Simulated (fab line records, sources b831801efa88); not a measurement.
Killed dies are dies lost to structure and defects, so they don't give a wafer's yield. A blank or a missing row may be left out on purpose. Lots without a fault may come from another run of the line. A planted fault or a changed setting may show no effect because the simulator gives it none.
One fault seen from 2 desks | flow sky130 | each desk has only its own numbers; what lay behind them comes last

THE METROLOGY DESK
What the gauges read, lot by lot, whatever tool the lot ran on: means of the sampled wafers that have a number. A lot is out of limits, marked OUT, if its mean lies more than 4 standard deviations from the usual mean; the brackets give that distance.
Columns: A = METAL2_ALCU_RS at SKY_METAL2_RS_MEAS_05, usual 0.1267 ohm/sq; B = METAL2_OVL at SKY_METAL2_OVL_MEAS_16, usual 1 nm
lot  | first seen here | A      | B
L959 | day 34 01:39    | 0.1260 | -4
L961 | day 34 16:59    | 0.1291 | 3
L964 | day 35 19:31    | 0.1256 | 2
L966 | day 36 19:29    | 0.1293 | 0
L968 | day 37 08:50    | 0.1259 | 1
L969 | day 37 15:53    | 0.1273 | 5
L970 | day 37 22:59    | 0.1273 | 0
L976 | day 39 22:29    | 0.1269 | -6
L975 | day 40 00:44    | 0.1270 | 2
L977 | day 40 01:25    | 0.1283 | 2
L978 | day 40 03:05    | 0.1277 | 7
L980 | day 40 22:18    | 0.1281 | 1
L981 | day 40 22:39    | 0.1259 | 2
L982 | day 41 05:37    | 0.1255 | 9
This desk's finding: nothing out of limits on any of the 14 lots.

THE TOOL OWNER'S DESK: hdpcvd-02
The tool's own readings at SKY_VIA2_HDPCVD_00 (deposits SiO2, target thk 1180 nm, time 196.7 s): means of the sampled wafers that have a number, for each lot that ran on this tool. A lot is out of limits, marked OUT, if its mean lies more than 4 standard deviations from the usual mean; the brackets give that distance.
Columns: A = pressure_mtorr at SKY_VIA2_HDPCVD_00, usual 6.000 mTorr; B = run_length_s at SKY_VIA2_HDPCVD_00, usual 224.3 s
lot  | first seen here | A     | B
L959 | day 35 04:50    | 5.998 | 224.4
L966 | day 37 22:29    | 6.007 | 224.4
L976 | day 41 00:29    | 6.010 | 224.4
L975 | day 41 02:15    | 6.001 | 224.4
L977 | day 41 03:17    | 5.995 | 223.9
L980 | day 42 00:05    | 6.004 | 224.2
This desk's finding: nothing out of limits on any of the 6 lots.

PUT TOGETHER
The metrology desk saw nothing out of limits.
The tool owner's desk saw nothing out of limits.

WHAT THE SIMULATOR HAD PUT IN
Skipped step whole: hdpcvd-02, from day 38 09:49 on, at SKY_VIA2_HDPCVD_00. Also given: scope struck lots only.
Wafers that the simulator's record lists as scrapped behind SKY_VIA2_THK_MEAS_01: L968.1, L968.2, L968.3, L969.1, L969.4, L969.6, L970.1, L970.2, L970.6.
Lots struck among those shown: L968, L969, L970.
